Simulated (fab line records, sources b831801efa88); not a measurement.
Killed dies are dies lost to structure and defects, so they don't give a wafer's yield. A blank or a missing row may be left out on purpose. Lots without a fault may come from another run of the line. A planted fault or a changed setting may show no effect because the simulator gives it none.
fab line records | flow gf180mcu
record lots=7 wafers=21 last_day=34
route steps=602 shown HV_LDD@180
lots that met no fault: from a run of the same line without faults
start_h: hours from the record's first day to the start of the lot's first wafer shown | wait_h: hours since the lot's step before | " the same as in the row above | L1.1+2: a row that stands for several wafers | - no value, or no start given | * or withheld: withheld | < > ~ a bound
route shown NAME@n: a module of which the file shows steps, and the number in the route of the first | usual: mean/standard deviation of fault-free wafers | same: alike in all rows | chamber/n: place in a boat | sites: the reading at each site | _std_site: their standard deviation | _edge_site: outer sites' mean less inner sites' | radius_mm: how far each site lies from the wafer's centre | mask NAME#n: copy n | behind: the tool/chamber that last shaped the wafer | hold: why the lot was held/for how many hours/how that ended | device: the transistor (n, p or np) that didn't switch | end of line: the same wafers' tests at the end of the route | a step without rows: its recipe alone | killed: dies lost to structure and defects at the first sort, not the wafer's yield | map: a wafer's dies, x killed, . not, _ none there
set.NAME: the setting as run; set.NAME@STEP: as run at that earlier step | model.NAME: the simulator's own value behind a step, which no gauge read
lots at some steps of the route; a table a step, a row a wafer
services: from which hour (start_h, from the record's first day; less than 0 if before it) a tool's chamber was out of use, for how many hours, and why
## steps
# step GF_HV_LDD_EXPOSE_04
# recipe mask_id=Nplus_LV_AREA target_cd_nm=400 na=0.6 source_shape=conventional sigma_outer=0.6 dose_mj=140
# step GF_HV_LDD_PEB_05
# recipe temp_c=withheld time_s=* resist=NOVOLAK
# step GF_HV_LDD_DEVELOP_06
# recipe develop_time_s=60 dev_temp_c=23.38
# step GF_HV_LDD_CD_MEAS_07
# recipe target_cd_nm=400
# usual cd_nm=400.9/2.8
# columns lot.wafer tool chamber start_h wait_h cd_nm
L583.3 cd_sem-02 - 227.74 0.1 401.5
L583.5 " - " " 402.0
L583.6 " - " " 399.4
L586.2 cd_sem-01 - 250.62 0.1 398.8
L586.4 " - " " 397.5
L586.5 " - " " 394.9
L593.2 cd_sem-01 - 307.67 0.1 408.5
L593.3 " - " " 406.8
L593.5 " - " " 409.3
L594.1 cd_sem-01 - 319.67 0.1 397.7
L594.3 " - " " 398.0
L594.5 " - " " 397.2
L595.1 cd_sem-02 - 329.77 0.1 397.3
L595.4 " - " " 399.5
L595.5 " - " " 396.7
L602.1 cd_sem-01 - 371.40 0.1 400.2
L602.5 " - " " 400.4
L602.6 " - " " 401.4
L603.3 cd_sem-02 - 375.59 0.1 401.0
L603.4 " - " " 400.0
L603.5 " - " " 397.4
# step GF_HV_LDD_OVL_MEAS_08
# usual HV_LDD_OVL=0.8/1.5
# columns lot.wafer tool chamber start_h wait_h HV_LDD_OVL[nm]
L583.3 overlay-02 - 227.83 0.1 -1.2
L583.5 " - " " 0.0
L583.6 " - " " -1.7
L586.2 overlay-01 - 250.73 0.1 3.2
L586.4 " - " " 2.4
L586.5 " - " " 1.0
L593.2 overlay-01 - 307.78 0.1 0.0
L593.3 " - " " 1.2
L593.5 " - " " 2.9
L594.1 overlay-01 - 319.79 0.1 2.3
L594.3 " - " " 1.7
L594.5 " - " " 2.9
L595.1 overlay-02 - 329.89 0.1 -0.5
L595.4 " - " " -1.3
L595.5 " - " " -0.8
L602.1 overlay-01 - 371.52 0.1 0.4
L602.5 " - " " 1.5
L602.6 " - " " 1.9
L603.3 overlay-02 - 375.68 0.1 -0.3
L603.4 " - " " 1.1
L603.5 " - " " 0.0
# step GF_HV_LDD_IMPLANT_09
# recipe species=As energy_kev=40 dose_cm2=1e+14 tilt_deg=7
# step GF_HV_LDD_STRIP_10
# recipe chemistry=O2/N2 power_w=1400 pressure_mtorr=1500 platen_temp_c=250 o2_flow_sccm=3000 n2_flow_sccm=300 overash_fraction=0.5
# usual drypump_motor_current_A=5.8/0.51 heater_power_w=314/25 oes_product_au=0.716/0.0045 strip_time_to_endpoint_s=12.62/0.039
# columns lot.wafer tool chamber start_h wait_h drypump_motor_current_A heater_power_w oes_product_au rf_hours_counter_h strip_time_to_endpoint_s
L583.3 plasma_asher-04 1 228.04 0.1 5.5 292 0.712 - 12.63
L583.5 " 1 " " 5.5 307 0.719 - 12.58
L583.6 " 0 " " 6.7 314 0.713 - 12.57
L586.2 plasma_asher-02 0 250.91 0.1 5.9 296 0.714 13 12.62
L586.4 " 1 " " 5.7 282 0.715 - 12.59
L586.5 " 0 " " 5.9 298 0.719 - 12.63
L593.2 plasma_asher-03 1 307.96 0.1 6.0 328 0.716 53 12.53
L593.3 " 1 " " 6.0 331 0.720 - 12.55
L593.5 " 0 " " 5.1 353 0.715 - 12.54
L594.1 plasma_asher-02 0 319.98 0.1 5.9 289 0.730 21 12.62
L594.3 " 0 " " 5.9 290 0.717 - 12.63
L594.5 " 0 " " 5.9 296 0.718 - 12.63
L595.1 plasma_asher-03 1 330.08 0.1 6.0 330 0.719 56 12.57
L595.4 " 1 " " 6.0 322 0.706 - 12.61
L595.5 " 1 " " 6.0 334 0.713 - 12.59
L602.1 plasma_asher-03 0 371.71 0.1 5.1 351 0.712 60 12.62
L602.5 " 0 " " 5.1 354 0.716 - 12.63
L602.6 " 1 " " 6.0 316 0.713 - 12.63
L603.3 plasma_asher-04 1 375.89 0.1 5.5 293 0.718 - 12.63
L603.4 " 0 " " 6.7 313 0.718 - 12.62
L603.5 " 1 " " 5.5 303 0.717 - 12.66
# step GF_HV_LDD_TW_MEAS_11
# usual HV_LDD_TW=2430/29
# columns lot.wafer tool chamber start_h wait_h HV_LDD_TW
L583.3 film_metro-04 - 228.13 0.1 2425
L583.5 " - " " 2433
L583.6 " - " " 2426
L586.2 film_metro-03 - 251.02 0.1 2451
L586.4 " - " " 2437
L586.5 " - " " 2449
L593.2 film_metro-03 - 308.07 0.1 2464
L593.3 " - " " 2459
L593.5 " - " " 2457
L594.1 film_metro-03 - 320.08 0.1 2449
L594.3 " - " " 2437
L594.5 " - " " 2445
L595.1 film_metro-03 - 330.18 0.1 2457
L595.4 " - " " 2454
L595.5 " - " " 2446
L602.1 film_metro-01 - 371.81 0.1 2393
L602.5 " - " " 2396
L602.6 " - " " 2387
L603.3 film_metro-04 - 375.98 0.1 2451
L603.4 " - " " 2443
L603.5 " - " " 2446
# step GF_HV_LDD_DEHYDRATE_12
# recipe temp_c=200 time_s=60
# step GF_HV_LDD_HMDS_13
# recipe prime_time_s=60 prime_temp_c=120
# step GF_HV_LDD_COAT_14
# recipe resist=NOVOLAK spin_rpm=3000 resist_thk_nm=1000
# step GF_HV_LDD_SOFTBAKE_15
# recipe temp_c=90 time_s=60 resist=NOVOLAK
# step GF_HV_LDD_EXPOSE_16
# recipe mask_id=Pplus_LV_AREA target_cd_nm=400 na=0.6 source_shape=conventional sigma_outer=0.6 dose_mj=140
# usual exposure_dose_mJ_cm2=140.01/0.13 focus_offset_nm=0.0/0.46
# columns lot.wafer tool chamber start_h wait_h mask exposure_dose_mJ_cm2 focus_offset_nm model.HV_LDD.overlay_y_nm
L583.3 iline_stepper-02 0 237.74 - Pplus_LV_AREA#0 140.18 0.3 1.046
L583.5 " 0 " " Pplus_LV_AREA#0 139.96 -0.3 1.046
L583.6 " 0 " " Pplus_LV_AREA#0 139.90 0.6 1.046
L586.2 iline_stepper-02 0 260.47 - Pplus_LV_AREA#0 139.91 -0.2 -0.05134
L586.4 " 0 " " Pplus_LV_AREA#0 140.15 0.0 -0.05134
L586.5 " 0 " " Pplus_LV_AREA#0 140.14 0.1 -0.05134
L593.2 iline_stepper-01 - 318.55 - Pplus_LV_AREA#0 - - 0.1144
L593.3 " - " " Pplus_LV_AREA#0 - - 0.1144
L593.5 " - " " Pplus_LV_AREA#0 - - 0.1144
L594.1 iline_stepper-01 - 330.70 - Pplus_LV_AREA#0 - - 0.03971
L594.3 " - " " Pplus_LV_AREA#0 - - 0.03971
L594.5 " - " " Pplus_LV_AREA#0 - - 0.03971
L595.1 iline_stepper-02 - 340.70 - Pplus_LV_AREA#0 - - 0.5683
L595.4 " - " " Pplus_LV_AREA#0 - - 0.5683
L595.5 " - " " Pplus_LV_AREA#0 - - 0.5683
L602.1 iline_stepper-01 0 382.95 - Pplus_LV_AREA#0 140.16 -0.9 -0.6663
L602.5 " 0 " " Pplus_LV_AREA#0 140.13 0.1 -0.6663
L602.6 " 0 " " Pplus_LV_AREA#0 140.14 -0.5 -0.6663
L603.3 iline_stepper-01 0 386.64 - Pplus_LV_AREA#0 140.07 -0.5 0.1167
L603.4 " 0 " " Pplus_LV_AREA#0 140.12 0.3 0.1167
L603.5 " 0 " " Pplus_LV_AREA#0 140.14 0.5 0.1167
# step GF_HV_LDD_PEB_17
# recipe temp_c=withheld time_s=* resist=NOVOLAK
## services
# columns tool chamber start_h hours kind
iline_stepper-02 0 210.66 - calibration
iline_stepper-01 - 238.19 1.7 pm
iline_stepper-01 0 255.60 - calibration
plasma_asher-03 - 288.27 16.6 repair
plasma_asher-02 - 310.29 0.9 repair
iline_stepper-02 - 330.09 1.7 pm
iline_stepper-02 - 360.08 1.4 repair
iline_stepper-02 - 375.34 11.7 repair
## key
first_sign step=GF_HV_LDD_EXPOSE_16 reading=tool_record direction=missing
effect none on later readings
model_effect step=GF_HV_LDD_EXPOSE_16 value=HV_LDD.overlay_y_nm without=0.5617 struck=0.2408
met_at GF_HV_LDD_EXPOSE_16
struck_wafers L593.2,L593.3,L593.5,L594.1,L594.3,L594.5,L595.1,L595.4,L595.5
rows_end L594.1,L594.3,L594.5,L595.1,L595.4,L595.5
later_rows_left_out L593.2,L593.3,L593.5
sort_left_out L593.2,L593.3,L593.5
tester_left_out L593
onset_between 260.47 318.55
fault kind=skipped_step_whole tool=iline_stepper-01,iline_stepper-02 chamber=- onset_h=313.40 steps=GF_HV_LDD_EXPOSE_16 scope=struck_lots_only
# tester_left_out: of these lots the tester's yield and bins aren't shown, on N5 and GAA mostly nor the transistor test; their killed dies are dies lost to structure and defects alone, not to doping, threshold or leakage, so they don't give the yield
# sort_left_out: the simulated sort isn't trusted on such a fault, so these wafers' sort isn't shown, and their yield isn't known
# later_rows_left_out: the simulator's readings of these wafers behind a module that went badly wrong aren't trusted and aren't shown, but for the sort
# rows_end: these wafers met a further fault down the route, and their rows from its step on are left out
